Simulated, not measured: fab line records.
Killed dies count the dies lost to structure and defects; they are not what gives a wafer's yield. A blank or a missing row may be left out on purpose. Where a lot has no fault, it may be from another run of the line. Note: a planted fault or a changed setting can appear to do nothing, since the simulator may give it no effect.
A lot that was struck, set against a sound lot | flow sky130 | 14 out of 708 route steps
Sound: the wafers L499.1, L499.3, L499.6. Wafers struck: L511.2, L511.3, L511.6. The cause comes at the end.
At each step with rows: each side's tool, then ch and its chambers, then its first start. Under that, the readings that differ: sound wafers | struck wafers | difference of the means | sigmas: that difference in standard deviations of wafers without a fault.
alike: same words and numbers on both sides, and readings whose means sit less than 2 such deviations apart. not compared: any withheld reading, any reading some wafer has no value for, any bound like >300 that may hide the same value, and any number with overlapping values for which the record gives no deviation.
The two part at a step that has a row with sigmas, a row that says differs or no value, or rows on one side only. Non-overlapping numbers with no deviation appear without sigmas and do not part them. A reading missing from all wafers of one side parts the sides only when that side holds two or more wafers.

first, 5 steps without rows for these wafers: SKY_VIA4_STRIP_13 (strips in O2/N2); SKY_VIA4_STRIP_14 (strips in post etch residue remover, time 1200 s); SKY_VIA4_CLEAN_15 (cleans in IPA, time 180 s); SKY_VIA4_CLEAN_16 (cleans in O3/DIW); SKY_VIA4_SPUTTER_17 (material TiN, target thk 20 nm, time 80 s).
SKY_VIA4_CVD_18: deposits W, target thk 505 nm, time 152.14 s.
  sound on cvd w-01 ch 0,1, day 44 21:31; struck on cvd w-01 ch 0,1, day 47 13:07
  alike: heater power w, susceptor temp C
SKY_VIA4_RS_MEAS_19: uses a four-point probe to measure.
  sound on film metro-03, day 44 21:40; struck on film metro-04, day 47 13:17
  alike: VIA4_W_RS
SKY_VIA4_THK_MEAS_20: measures by xrf.
  sound on film metro-03, day 44 21:47; struck on film metro-04, day 47 13:24
  alike: VIA4_W_THK
SKY_VIA4_CMP_21: polishes, stops on SiO2, t overpolish 25 s, target thk 0 nm.
  sound on cmp-01 ch 0,3, day 44 21:53; struck on cmp-01 ch 0,1,2, day 47 13:33
  alike: edge zone pressure frac, motor current A, overpolish run s, time to endpoint s
then, 1 step without rows for these wafers: SKY_METAL5_SPUTTER_00 (material Ti, target thk 15 nm, time 10 s).
SKY_METAL5_SPUTTER_01: material TiN, target thk 20 nm, time 16.7 s.
  sound on pvd sputter-02, day 44 22:10; struck on pvd sputter-02, day 47 13:46
  alike: throttle valve pct
SKY_METAL5_SPUTTER_02: material AlCu, target thk 1150 nm, time 61.2 s.
  sound on pvd sputter-02, day 44 22:11; struck on pvd sputter-02, day 47 13:48
  alike: throttle valve pct
SKY_METAL5_SPUTTER_03: material Ti, target thk 5 nm, time 3.3 s.
  sound on pvd sputter-02, day 44 22:14; struck on pvd sputter-02, day 47 13:51
  reading                                   | sound            | struck            | difference | sigmas
  model.Ti_of_METAL5_SPUTTER_03.thk nm (nm) | 4.945 5.05 4.995 | 7.563 7.586 7.573 | +2.577     |
  alike: throttle valve pct
SKY_METAL5_SPUTTER_04: material TiN, target thk 70 nm, time 58.3 s.
  sound on pvd sputter-02, day 44 22:16; struck on pvd sputter-02, day 47 13:52
  alike: throttle valve pct

== WHERE THEY PART ==
Nowhere in this record.

WHY: whatever the simulator had introduced
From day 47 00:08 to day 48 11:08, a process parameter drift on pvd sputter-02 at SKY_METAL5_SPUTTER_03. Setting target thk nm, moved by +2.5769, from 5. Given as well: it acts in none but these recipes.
